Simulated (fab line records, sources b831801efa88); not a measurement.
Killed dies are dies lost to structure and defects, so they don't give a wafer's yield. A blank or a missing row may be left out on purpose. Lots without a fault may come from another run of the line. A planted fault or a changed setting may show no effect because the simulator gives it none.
Which tool did it? | flow gf180mcu | 13 lots, 38 wafers sampled, at 2 steps of a route of 602

WHAT THE GAUGES READ, wafer by wafer
GF_V1_OVL_MEAS_15.
lot  | measured     | on         | V1_OVL (nm)
L359 | day 18 16:27 | overlay-01 | 9 3 6
L360 | day 19 04:58 | overlay-02 | 4 -3 2
L361 | day 19 10:33 | overlay-01 | 16 9 10
L362 | day 19 14:43 | overlay-02 | 7 7 3
L366 | day 20 22:02 | overlay-02 | 8 7
L371 | day 22 19:50 | overlay-02 | 0 7 3
L372 | day 23 01:25 | overlay-02 | 5 8 5
L376 | day 24 11:43 | overlay-01 | 2 6 1
L377 | day 24 12:04 | overlay-02 | 0 -2 5
L378 | day 25 02:21 | overlay-01 | -5 2 3
L380 | day 25 16:10 | overlay-02 | 0 -3 7
L381 | day 25 21:25 | overlay-01 | 6 -6 0
L382 | day 26 04:00 | overlay-01 | 9 7 9

WHICH TOOL RAN EACH LOT (tool, then ch and the chambers of the sampled wafers, then the start)
lot  | GF_M1_STRIP_17
L359 | plasma_asher-04 ch 0,1, day 17 15:34
L360 | plasma_asher-04 ch 0,1, day 18 03:54
L361 | plasma_asher-04 ch 0,1, day 18 09:11
L362 | plasma_asher-02 ch 0,1, day 18 13:12
L366 | plasma_asher-02 ch 1, day 19 19:57
L371 | plasma_asher-03 ch 0,1, day 21 19:07
L372 | plasma_asher-03 ch 0, day 22 01:10
L376 | plasma_asher-02 ch 0,1, day 23 12:22
L377 | plasma_asher-03 ch 0,1, day 23 12:34
L378 | plasma_asher-02 ch 0,1, day 24 03:04
L380 | plasma_asher-02 ch 0,1, day 24 17:04
L381 | plasma_asher-04 ch 0,1, day 24 21:58
L382 | plasma_asher-02 ch 0,1, day 25 05:28
- GF_M1_STRIP_17: strips in O2/N2.

WHAT THE TOOLS THEMSELVES READ (means of the sampled wafers that have a number; where no wafer has one, the mark that the record gives instead)
GF_M1_STRIP_17.
lot  | tool            | drypump_motor_current_A (A) | heater_power_w (W) | oes_product_au (a.u.) | strip_time_to_endpoint_s (s)
L359 | plasma_asher-04 | 5.8                         | 309                | 0.558                 | 7.89
L360 | plasma_asher-04 | 5.8                         | 305                | 0.559                 | 7.88
L361 | plasma_asher-04 | 5.5                         | 296                | 0.555                 | 7.83
L362 | plasma_asher-02 | 5.9                         | 323                | 0.557                 | 7.86
L366 | plasma_asher-02 | 5.7                         | 353                | 0.564                 | 7.93
L371 | plasma_asher-03 | 6.2                         | 324                | 0.557                 | 7.90
L372 | plasma_asher-03 | 6.5                         | 337                | 0.556                 | 7.85
L376 | plasma_asher-02 | 5.8                         | 337                | 0.556                 | 7.82
L377 | plasma_asher-03 | 6.4                         | 332                | 0.559                 | 7.85
L378 | plasma_asher-02 | 5.8                         | 332                | 0.555                 | 7.82
L380 | plasma_asher-02 | 5.8                         | 338                | 0.556                 | 7.82
L381 | plasma_asher-04 | 5.8                         | 317                | 0.553                 | 7.82
L382 | plasma_asher-02 | 5.9                         | 322                | 0.558                 | 7.88

THE ANSWER, worked out from the rows above alone
Rule: what is usual is taken from the lots themselves. Put in order of their means at a reading, lots are off if they are a third of the lots or fewer, leave a main group of 4 or more, and stand apart from it by a gap of 3 or more times the standard deviation of the main group's means; of several such gaps the widest counts. A main group whose means are all the same, to the digits that the tables above print for the reading, isn't used. A lot without any number at a reading at which 4 lots or more have one is off too. The other lots that the step has rows for count as sound. The gauges are gone through in route order, then the tools' own readings, and for those a lot's mean is taken as printed above. The first step at which some lot is off is used, and at that step the reading that is off furthest; a lot without a number counts as furthest.
No lot is off at any reading shown: from this, nothing can be told.

WHAT THE SIMULATOR HAD PUT IN
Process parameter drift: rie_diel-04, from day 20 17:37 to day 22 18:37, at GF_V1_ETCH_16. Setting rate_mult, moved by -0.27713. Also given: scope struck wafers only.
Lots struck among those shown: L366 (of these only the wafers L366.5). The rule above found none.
